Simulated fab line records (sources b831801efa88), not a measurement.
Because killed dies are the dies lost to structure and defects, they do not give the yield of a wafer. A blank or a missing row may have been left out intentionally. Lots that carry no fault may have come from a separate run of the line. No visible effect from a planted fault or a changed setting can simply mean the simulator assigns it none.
Which tool was responsible?    flow gf180mcu    14 lots, 42 wafers sampled, at 2 steps of a route of 602

WHAT EACH GAUGE READ, for each wafer
GF_LVPWELL_OVL_MEAS_07. Usual: LVPWELL_OVL -0.4 nm, standard deviation 1.3.
lot   measured     on          LVPWELL_OVL (nm)  flag
L601  day 3 21:22  overlay-02  -2.6 -0.4 -0.6    
L603  day 4 07:52  overlay-01  0.5 0.4 -0.7      
L606  day 5 00:14  overlay-01  -1.2 -0.4 -0.6    
L607  day 5 04:10  overlay-02  -1.9 -1.8 -1.5    
L608  day 5 13:01  overlay-01  -0.9 0.5 1.0      
L609  day 5 16:11  overlay-01  -1.3 -0.9 -0.3    
L610  day 5 22:47  overlay-01  -0.9 0.1 1.8      
L613  day 6 19:13  overlay-01  3.0 2.4 -0.4      
L616  day 7 11:16  overlay-01  2.5 1.6 -0.1      
L619  day 8 02:35  overlay-01  1.2 -0.2 0.8      
L620  day 8 08:04  overlay-01  0.3 0.6 0.4       
L622  day 8 19:04  overlay-01  -1.6 -1.3 -0.1    
L623  day 8 23:34  overlay-02  -1.7 -1.2 -2.5    
L624  day 9 07:35  overlay-02  -2.6 -1.3 -1.6    

GF_MVPSD_TW_MEAS_11. Usual: MVPSD_TW 549, standard deviation 5.9.
lot   measured      on             MVPSD_TW     flag
L601  day 5 00:56   film metro-01  557 554 557  
L603  day 5 11:59   film metro-01  557 555 558  
L606  day 6 05:43   film metro-03  552 552 549  
L607  day 6 10:09   film metro-04  538 542 544  
L608  day 6 19:47   film metro-04  543 543 542  
L609  day 6 23:28   film metro-04  543 546 541  
L610  day 7 06:26   film metro-03  544 551 548  
L613  day 8 03:59   film metro-04  544 542 542  
L616  day 8 21:16   film metro-01  558 551 555  
L619  day 9 14:05   film metro-03  549 545 545  
L620  day 9 19:20   film metro-03  549 552 544  
L622  day 10 07:34  film metro-01  554 558 556  
L623  day 10 11:51  film metro-03  547 549 549  
L624  day 10 20:28  film metro-01  558 557 558  

TOOL THAT RAN EACH LOT (tool first, then ch and the chambers of the sampled wafers, then the start)
There is no process step in the record ahead of these readings.

WHAT THE TOOLS THEMSELVES READ (means of the sampled wafers that have a number; where no wafer has one, the mark that the record gives instead)
The record holds no such reading with a usual standard deviation.

THE ANSWER, worked out from the rows above alone
Rule: a lot counts as off when the mean over its wafers that have a number is more than 3 standard deviations away from the usual mean. A lot without any number at a reading at which 4 lots or more have one is off too. All remaining lots with rows at the step are treated as sound. First the gauges in route order, then the tools' own readings, where a lot's mean is used as printed above. At the first step where some lot is off, the reading lying furthest off is the one used; lots without a number count as furthest.
No lot is off on any of the readings shown, so nothing can be concluded from this.

WHAT HAD BEEN PUT IN BY THE SIMULATOR
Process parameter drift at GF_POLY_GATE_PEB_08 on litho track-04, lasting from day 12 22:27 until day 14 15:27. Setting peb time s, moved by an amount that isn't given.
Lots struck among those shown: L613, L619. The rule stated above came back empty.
